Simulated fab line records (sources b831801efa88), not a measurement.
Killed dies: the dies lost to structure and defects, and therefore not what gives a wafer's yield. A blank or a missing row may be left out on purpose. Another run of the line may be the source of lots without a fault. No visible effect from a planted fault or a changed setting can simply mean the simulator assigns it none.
fab line records / flow gf180mcu
[record] lots = 6 wafers = 18 last_day = 34
route steps=602 shown V3@429
lots with no fault: from the same line, run without faults
start_h: start of the lot's first displayed wafer, in hours after the record's first day / wait_h: hours from the lot's prior step to this one / " repeats the value in the row above / L1.1+2: several wafers, shown together as one row / - value missing, or start not given / * or withheld: withheld / < > ~ a bound
route shown NAME@n: a module of which the file shows steps, and the number in the route of the first / usual: mean and standard deviation over wafers with no fault / same: alike in all rows / chamber/n: place in a boat / sites: readings site by site / _std_site: standard deviation across them / _edge_site: mean of outer sites minus mean of inner sites / radius_mm: for every site, how far away it sits from the centre of the wafer / mask NAME#n: copy n / behind: the tool/chamber that last shaped the wafer / hold: reason for holding the lot/hours on hold/outcome of the hold / device: whichever transistor did not switch (one of n, p or np) / end of line: tests run on the same wafers once the route is complete / where a step has no rows: the recipe by itself / killed: dies that structure and defects cost at the first sort, which is not the same as the wafer's yield / map: the dies of a wafer, with x for killed, . for not killed, _ for no die there
set.NAME: the setting the step ran with; set.NAME@STEP: the setting that earlier step ran with / model.NAME: the simulator's own value behind a step, which no gauge read
lots at selected steps of the route; one table per step, one row per wafer
services: a tool's chamber out of use, with start hour (start_h, from the record's first day; less than 0 if before it), hours out, and reason
[[steps]]
[step GF_V3_CVD_00]
[recipe] material = SiO2 target_thk_nm = 600 sigma_open_frac = 0.3 temp_c = 400 time_s = 100 sih4_flow_sccm = 60 pressure_mtorr = 6
[step GF_V3_THK_MEAS_01]
[recipe] reads = SiO2_of_V3_CVD_00
[usual] V3_CVD_00_THK = 600/5.6
lot.wafer=L593.1 tool=film_metro-04 chamber=- start_h=558.95 wait_h=0.0 V3_CVD_00_THK[nm]=600
lot.wafer=L593.3 tool=film_metro-04 chamber=- start_h=558.95 wait_h=0.0 V3_CVD_00_THK[nm]=593
lot.wafer=L593.6 tool=film_metro-04 chamber=- start_h=558.95 wait_h=0.0 V3_CVD_00_THK[nm]=588
lot.wafer=L601.1 tool=film_metro-04 chamber=- start_h=616.50 wait_h=0.1 V3_CVD_00_THK[nm]=598
lot.wafer=L601.4 tool=film_metro-04 chamber=- start_h=616.50 wait_h=0.1 V3_CVD_00_THK[nm]=604
lot.wafer=L601.5 tool=film_metro-04 chamber=- start_h=616.50 wait_h=0.1 V3_CVD_00_THK[nm]=594
lot.wafer=L602.2 tool=film_metro-02 chamber=- start_h=629.99 wait_h=0.0 V3_CVD_00_THK[nm]=604
lot.wafer=L602.3 tool=film_metro-02 chamber=- start_h=629.99 wait_h=0.0 V3_CVD_00_THK[nm]=603
lot.wafer=L602.4 tool=film_metro-02 chamber=- start_h=629.99 wait_h=0.0 V3_CVD_00_THK[nm]=602
lot.wafer=L603.1 tool=film_metro-01 chamber=- start_h=635.64 wait_h=0.0 V3_CVD_00_THK[nm]=602
lot.wafer=L603.3 tool=film_metro-01 chamber=- start_h=635.64 wait_h=0.0 V3_CVD_00_THK[nm]=607
lot.wafer=L603.4 tool=film_metro-01 chamber=- start_h=635.64 wait_h=0.0 V3_CVD_00_THK[nm]=609
lot.wafer=L604.2 tool=film_metro-04 chamber=- start_h=642.25 wait_h=0.0 V3_CVD_00_THK[nm]=603
lot.wafer=L604.4 tool=film_metro-04 chamber=- start_h=642.25 wait_h=0.0 V3_CVD_00_THK[nm]=603
lot.wafer=L604.6 tool=film_metro-04 chamber=- start_h=642.25 wait_h=0.0 V3_CVD_00_THK[nm]=594
lot.wafer=L607.1 tool=film_metro-02 chamber=- start_h=662.40 wait_h=0.0 V3_CVD_00_THK[nm]=597
lot.wafer=L607.3 tool=film_metro-02 chamber=- start_h=662.40 wait_h=0.0 V3_CVD_00_THK[nm]=601
lot.wafer=L607.6 tool=film_metro-02 chamber=- start_h=662.40 wait_h=0.0 V3_CVD_00_THK[nm]=595
[step GF_V3_CVD_02]
[recipe] material = SiO2 target_thk_nm = 850 precursor = TEOS temp_c = 400 time_s = 94.851 rf_w = 600
[usual] heater_power_w = 687/110
lot.wafer=L593.1 tool=pecvd-01 chamber=2 start_h=559.01 wait_h=0.1 heater_power_w=780
lot.wafer=L593.3 tool=pecvd-01 chamber=1 start_h=559.01 wait_h=0.1 heater_power_w=786
lot.wafer=L593.6 tool=pecvd-01 chamber=1 start_h=559.01 wait_h=0.1 heater_power_w=866
lot.wafer=L601.1 tool=pecvd-01 chamber=0 start_h=616.56 wait_h=0.1 heater_power_w=747
lot.wafer=L601.4 tool=pecvd-01 chamber=1 start_h=616.56 wait_h=0.1 heater_power_w=864
lot.wafer=L601.5 tool=pecvd-01 chamber=2 start_h=616.56 wait_h=0.1 heater_power_w=707
lot.wafer=L602.2 tool=pecvd-02 chamber=1 start_h=630.04 wait_h=0.0 heater_power_w=572
lot.wafer=L602.3 tool=pecvd-02 chamber=2 start_h=630.04 wait_h=0.0 heater_power_w=911
lot.wafer=L602.4 tool=pecvd-02 chamber=0 start_h=630.04 wait_h=0.0 heater_power_w=561
lot.wafer=L603.1 tool=pecvd-01 chamber=0 start_h=635.70 wait_h=0.1 heater_power_w=638
lot.wafer=L603.3 tool=pecvd-01 chamber=1 start_h=635.70 wait_h=0.1 heater_power_w=783
lot.wafer=L603.4 tool=pecvd-01 chamber=1 start_h=635.70 wait_h=0.1 heater_power_w=839
lot.wafer=L604.2 tool=pecvd-01 chamber=0 start_h=642.30 wait_h=0.0 heater_power_w=640
lot.wafer=L604.4 tool=pecvd-01 chamber=2 start_h=642.30 wait_h=0.0 heater_power_w=736
lot.wafer=L604.6 tool=pecvd-01 chamber=0 start_h=642.30 wait_h=0.0 heater_power_w=745
lot.wafer=L607.1 tool=pecvd-01 chamber=0 start_h=662.46 wait_h=0.1 heater_power_w=705
lot.wafer=L607.3 tool=pecvd-01 chamber=2 start_h=662.46 wait_h=0.1 heater_power_w=734
lot.wafer=L607.6 tool=pecvd-01 chamber=2 start_h=662.46 wait_h=0.1 heater_power_w=600
[step GF_V3_THK_MEAS_03]
[recipe] reads = SiO2_of_V3_CVD_02
[usual] V3_CVD_02_THK = 849/11
lot.wafer=L593.1 tool=film_metro-01 chamber=- start_h=559.08 wait_h=0.0 V3_CVD_02_THK[nm]=853
lot.wafer=L593.3 tool=film_metro-01 chamber=- start_h=559.08 wait_h=0.0 V3_CVD_02_THK[nm]=850
lot.wafer=L593.6 tool=film_metro-01 chamber=- start_h=559.08 wait_h=0.0 V3_CVD_02_THK[nm]=854
lot.wafer=L601.1 tool=film_metro-04 chamber=- start_h=616.65 wait_h=0.1 V3_CVD_02_THK[nm]=862
lot.wafer=L601.4 tool=film_metro-04 chamber=- start_h=616.65 wait_h=0.1 V3_CVD_02_THK[nm]=880
lot.wafer=L601.5 tool=film_metro-04 chamber=- start_h=616.65 wait_h=0.1 V3_CVD_02_THK[nm]=865
lot.wafer=L602.2 tool=film_metro-04 chamber=- start_h=630.12 wait_h=0.0 V3_CVD_02_THK[nm]=839
lot.wafer=L602.3 tool=film_metro-04 chamber=- start_h=630.12 wait_h=0.0 V3_CVD_02_THK[nm]=833
lot.wafer=L602.4 tool=film_metro-04 chamber=- start_h=630.12 wait_h=0.0 V3_CVD_02_THK[nm]=856
lot.wafer=L603.1 tool=film_metro-02 chamber=- start_h=635.77 wait_h=0.0 V3_CVD_02_THK[nm]=838
lot.wafer=L603.3 tool=film_metro-02 chamber=- start_h=635.77 wait_h=0.0 V3_CVD_02_THK[nm]=845
lot.wafer=L603.4 tool=film_metro-02 chamber=- start_h=635.77 wait_h=0.0 V3_CVD_02_THK[nm]=856
lot.wafer=L604.2 tool=film_metro-04 chamber=- start_h=642.42 wait_h=0.1 V3_CVD_02_THK[nm]=844
lot.wafer=L604.4 tool=film_metro-04 chamber=- start_h=642.42 wait_h=0.1 V3_CVD_02_THK[nm]=865
lot.wafer=L604.6 tool=film_metro-04 chamber=- start_h=642.42 wait_h=0.1 V3_CVD_02_THK[nm]=866
lot.wafer=L607.1 tool=film_metro-01 chamber=- start_h=662.53 wait_h=0.0 V3_CVD_02_THK[nm]=848
lot.wafer=L607.3 tool=film_metro-01 chamber=- start_h=662.53 wait_h=0.0 V3_CVD_02_THK[nm]=837
lot.wafer=L607.6 tool=film_metro-01 chamber=- start_h=662.53 wait_h=0.0 V3_CVD_02_THK[nm]=855
[step GF_V3_CMP_04]
[recipe] material = SiO2 down_force_psi = 4 platen_rpm = 61.05 pad_velocity_m_s = 0.94248
[usual] motor_current_A = 12.3/1.4 platen_rpm = 61.05/0.041 time_to_endpoint_s = 78/5.3
lot.wafer=L593.3 tool=cmp-01 chamber=2 start_h=559.19 wait_h=0.1 motor_current_A=13.4 platen_rpm=61.08 time_to_endpoint_s=82
lot.wafer=L593.1 tool=cmp-01 chamber=3 start_h=559.19 wait_h=0.1 motor_current_A=11.9 platen_rpm=61.03 time_to_endpoint_s=80
lot.wafer=L593.6 tool=cmp-01 chamber=1 start_h=559.19 wait_h=0.1 motor_current_A=12.6 platen_rpm=61.03 time_to_endpoint_s=79
lot.wafer=L601.4 tool=cmp-01 chamber=3 start_h=617.06 wait_h=0.4 motor_current_A=11.4 platen_rpm=61.01 time_to_endpoint_s=87
lot.wafer=L601.1 tool=cmp-01 chamber=0 start_h=617.06 wait_h=0.4 motor_current_A=11.1 platen_rpm=61.01 time_to_endpoint_s=77
lot.wafer=L601.5 tool=cmp-01 chamber=2 start_h=617.06 wait_h=0.4 motor_current_A=13.8 platen_rpm=61.04 time_to_endpoint_s=84
lot.wafer=L602.3 tool=cmp-02 chamber=1 start_h=630.17 wait_h=0.0 motor_current_A=10.0 platen_rpm=61.12 time_to_endpoint_s=77
lot.wafer=L602.2 tool=cmp-02 chamber=2 start_h=630.17 wait_h=0.0 motor_current_A=14.4 platen_rpm=61.01 time_to_endpoint_s=81
lot.wafer=L602.4 tool=cmp-02 chamber=0 start_h=630.17 wait_h=0.0 motor_current_A=13.3 platen_rpm=61.06 time_to_endpoint_s=86
lot.wafer=L603.3 tool=cmp-02 chamber=0 start_h=635.83 wait_h=0.0 motor_current_A=13.7 platen_rpm=61.06 time_to_endpoint_s=79
lot.wafer=L603.1 tool=cmp-02 chamber=2 start_h=635.83 wait_h=0.0 motor_current_A=14.1 platen_rpm=61.07 time_to_endpoint_s=85
lot.wafer=L603.4 tool=cmp-02 chamber=3 start_h=635.83 wait_h=0.0 motor_current_A=11.6 platen_rpm=61.04 time_to_endpoint_s=88
lot.wafer=L604.2 tool=cmp-01 chamber=2 start_h=642.52 wait_h=0.1 motor_current_A=14.0 platen_rpm=61.05 time_to_endpoint_s=75
lot.wafer=L604.4 tool=cmp-01 chamber=0 start_h=642.52 wait_h=0.1 motor_current_A=10.6 platen_rpm=61.10 time_to_endpoint_s=77
lot.wafer=L604.6 tool=cmp-01 chamber=2 start_h=642.52 wait_h=0.1 motor_current_A=14.5 platen_rpm=61.05 time_to_endpoint_s=81
lot.wafer=L607.1 tool=cmp-01 chamber=1 start_h=662.59 wait_h=0.1 motor_current_A=12.2 platen_rpm=61.02 time_to_endpoint_s=74
lot.wafer=L607.3 tool=cmp-01 chamber=2 start_h=662.59 wait_h=0.1 motor_current_A=14.1 platen_rpm=60.97 time_to_endpoint_s=69
lot.wafer=L607.6 tool=cmp-01 chamber=1 start_h=662.59 wait_h=0.1 motor_current_A=12.4 platen_rpm=61.10 time_to_endpoint_s=79
[step GF_V3_BOW_MEAS_05]
[recipe] mode = bow
[usual] V3_BOW = 120/9.8
lot.wafer=L593.1 tool=film_metro-04 chamber=- start_h=559.44 wait_h=0.1 V3_BOW[um]=112
lot.wafer=L593.3 tool=film_metro-04 chamber=- start_h=559.44 wait_h=0.1 V3_BOW[um]=117
lot.wafer=L593.6 tool=film_metro-04 chamber=- start_h=559.44 wait_h=0.1 V3_BOW[um]=120
lot.wafer=L601.1 tool=film_metro-04 chamber=- start_h=617.26 wait_h=0.1 V3_BOW[um]=118
lot.wafer=L601.4 tool=film_metro-04 chamber=- start_h=617.26 wait_h=0.1 V3_BOW[um]=114
lot.wafer=L601.5 tool=film_metro-04 chamber=- start_h=617.26 wait_h=0.1 V3_BOW[um]=114
lot.wafer=L602.2 tool=film_metro-04 chamber=- start_h=630.49 wait_h=0.2 V3_BOW[um]=131
lot.wafer=L602.3 tool=film_metro-04 chamber=- start_h=630.49 wait_h=0.2 V3_BOW[um]=118
lot.wafer=L602.4 tool=film_metro-04 chamber=- start_h=630.49 wait_h=0.2 V3_BOW[um]=132
lot.wafer=L603.1 tool=film_metro-02 chamber=- start_h=636.13 wait_h=0.1 V3_BOW[um]=118
lot.wafer=L603.3 tool=film_metro-02 chamber=- start_h=636.13 wait_h=0.1 V3_BOW[um]=105
lot.wafer=L603.4 tool=film_metro-02 chamber=- start_h=636.13 wait_h=0.1 V3_BOW[um]=128
lot.wafer=L604.2 tool=film_metro-01 chamber=- start_h=642.79 wait_h=0.2 V3_BOW[um]=108
lot.wafer=L604.4 tool=film_metro-01 chamber=- start_h=642.79 wait_h=0.2 V3_BOW[um]=120
lot.wafer=L604.6 tool=film_metro-01 chamber=- start_h=642.79 wait_h=0.2 V3_BOW[um]=113
lot.wafer=L607.1 tool=film_metro-01 chamber=- start_h=662.89 wait_h=0.2 V3_BOW[um]=123
lot.wafer=L607.3 tool=film_metro-01 chamber=- start_h=662.89 wait_h=0.2 V3_BOW[um]=127
lot.wafer=L607.6 tool=film_metro-01 chamber=- start_h=662.89 wait_h=0.2 V3_BOW[um]=128
[step GF_V3_DEHYDRATE_06]
[recipe] temp_c = 200 time_s = 60
[step GF_V3_HMDS_07]
[recipe] prime_time_s = 60 prime_temp_c = 120
[step GF_V3_COAT_08]
[recipe] resist = BARC temp_c = withheld time_s = withheld spin_rpm = withheld resist_thk_nm = withheld
[step GF_V3_COAT_09]
[recipe] resist = KrF spin_rpm = withheld resist_thk_nm = 1000
[step GF_V3_SOFTBAKE_10]
[recipe] temp_c = 130 time_s = 60 resist = KrF
[step GF_V3_EXPOSE_11]
[recipe] mask_id = Via3 target_cd_nm = 260 na = 0.68 source_shape = conventional sigma_outer = 0.6 dose_mj = 38
[step GF_V3_PEB_12]
[recipe] peb_temp_c = 135 peb_time_s = 90 resist = KrF
[usual] chill_plate_temp_C = 22.99/0.094 exhaust_pa = 45.1/0.88
lot.wafer=L593.1 tool=litho_track-01 chamber=0 start_h=581.01 wait_h=- chill_plate_temp_C=22.99 exhaust_pa=44.9
lot.wafer=L593.3 tool=litho_track-01 chamber=0 start_h=581.01 wait_h=- chill_plate_temp_C=22.94 exhaust_pa=46.7
lot.wafer=L593.6 tool=litho_track-01 chamber=0 start_h=581.01 wait_h=- chill_plate_temp_C=23.05 exhaust_pa=44.7
lot.wafer=L601.1 tool=litho_track-03 chamber=- start_h=637.27 wait_h=- chill_plate_temp_C=- exhaust_pa=-
lot.wafer=L601.4 tool=litho_track-03 chamber=- start_h=637.27 wait_h=- chill_plate_temp_C=- exhaust_pa=-
lot.wafer=L601.5 tool=litho_track-03 chamber=- start_h=637.27 wait_h=- chill_plate_temp_C=- exhaust_pa=-
lot.wafer=L602.2 tool=litho_track-01 chamber=- start_h=650.24 wait_h=- chill_plate_temp_C=- exhaust_pa=-
lot.wafer=L602.3 tool=litho_track-01 chamber=- start_h=650.24 wait_h=- chill_plate_temp_C=- exhaust_pa=-
lot.wafer=L602.4 tool=litho_track-01 chamber=- start_h=650.24 wait_h=- chill_plate_temp_C=- exhaust_pa=-
lot.wafer=L603.1 tool=litho_track-03 chamber=0 start_h=655.62 wait_h=- chill_plate_temp_C=23.19 exhaust_pa=45.9
lot.wafer=L603.3 tool=litho_track-03 chamber=0 start_h=655.62 wait_h=- chill_plate_temp_C=23.18 exhaust_pa=45.6
lot.wafer=L603.4 tool=litho_track-03 chamber=0 start_h=655.62 wait_h=- chill_plate_temp_C=23.13 exhaust_pa=45.6
lot.wafer=L604.2 tool=litho_track-02 chamber=0 start_h=662.78 wait_h=- chill_plate_temp_C=22.89 exhaust_pa=45.5
lot.wafer=L604.4 tool=litho_track-02 chamber=0 start_h=662.78 wait_h=- chill_plate_temp_C=22.93 exhaust_pa=44.1
lot.wafer=L604.6 tool=litho_track-02 chamber=0 start_h=662.78 wait_h=- chill_plate_temp_C=22.96 exhaust_pa=44.8
lot.wafer=L607.1 tool=litho_track-01 chamber=0 start_h=681.56 wait_h=- chill_plate_temp_C=23.15 exhaust_pa=44.7
lot.wafer=L607.3 tool=litho_track-01 chamber=0 start_h=681.56 wait_h=- chill_plate_temp_C=23.02 exhaust_pa=45.3
lot.wafer=L607.6 tool=litho_track-01 chamber=0 start_h=681.56 wait_h=- chill_plate_temp_C=23.05 exhaust_pa=45.6
[step GF_V3_DEVELOP_13]
[recipe] develop_time_s = 60 resist = KrF dev_temp_c = 21
[[services]]
tool=cmp-02 chamber=- start_h=536.10 hours=2.5 kind=repair
tool=cmp-01 chamber=- start_h=545.70 hours=0.2 kind=repair
tool=cmp-02 chamber=- start_h=547.61 hours=3.0 kind=repair
tool=cmp-01 chamber=- start_h=563.60 hours=2.1 kind=repair
tool=cmp-01 chamber=- start_h=564.49 hours=0.8 kind=repair
tool=pecvd-02 chamber=1 start_h=569.95 hours=2.5 kind=repair
tool=cmp-01 chamber=- start_h=572.00 hours=4.0 kind=pm
tool=cmp-01 chamber=- start_h=576.00 hours=- kind=consumable_replace:conditioner
tool=cmp-01 chamber=- start_h=580.84 hours=1.1 kind=repair
tool=pecvd-01 chamber=- start_h=591.12 hours=14.0 kind=pm
tool=pecvd-01 chamber=0 start_h=591.12 hours=14.0 kind=vent_cycle
tool=pecvd-01 chamber=1 start_h=591.12 hours=14.0 kind=vent_cycle
tool=pecvd-01 chamber=2 start_h=591.12 hours=14.0 kind=vent_cycle
tool=pecvd-01 chamber=- start_h=605.12 hours=2.8 kind=pm
tool=pecvd-01 chamber=0 start_h=605.12 hours=- kind=clean
tool=pecvd-01 chamber=1 start_h=605.12 hours=- kind=clean
tool=pecvd-01 chamber=2 start_h=605.12 hours=- kind=clean
tool=cmp-02 chamber=- start_h=620.33 hours=2.5 kind=repair
tool=cmp-01 chamber=- start_h=626.96 hours=3.9 kind=repair
tool=cmp-02 chamber=- start_h=632.64 hours=0.6 kind=repair
tool=pecvd-01 chamber=1 start_h=638.61 hours=4.5 kind=repair
tool=cmp-02 chamber=- start_h=648.22 hours=3.4 kind=repair
tool=cmp-02 chamber=- start_h=652.28 hours=1.9 kind=repair
tool=pecvd-02 chamber=2 start_h=677.38 hours=17.8 kind=repair
[[key]]
[first_sign] step = GF_V3_PEB_12 reading = tool_record direction = missing
effect none on later readings
met_at GF_V3_PEB_12
struck_wafers L601.1,L601.4,L601.5,L602.2,L602.3,L602.4
later_rows_left_out L601.1,L601.4,L601.5,L602.2,L602.3,L602.4
sort_left_out L601.1,L601.4,L601.5,L602.2,L602.3,L602.4
onset_between 581.01 637.27
[fault] kind = skipped_step_whole tool = litho_track-01,litho_track-03 chamber = - onset_h = 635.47 steps = GF_V3_PEB_12 scope = struck_lots_only
// sort_left_out: the simulated sort isn't trusted on such a fault, so these wafers' sort isn't shown, and their yield isn't known
// later_rows_left_out: the simulator's readings of these wafers behind a module that went badly wrong aren't trusted and aren't shown, but for the sort
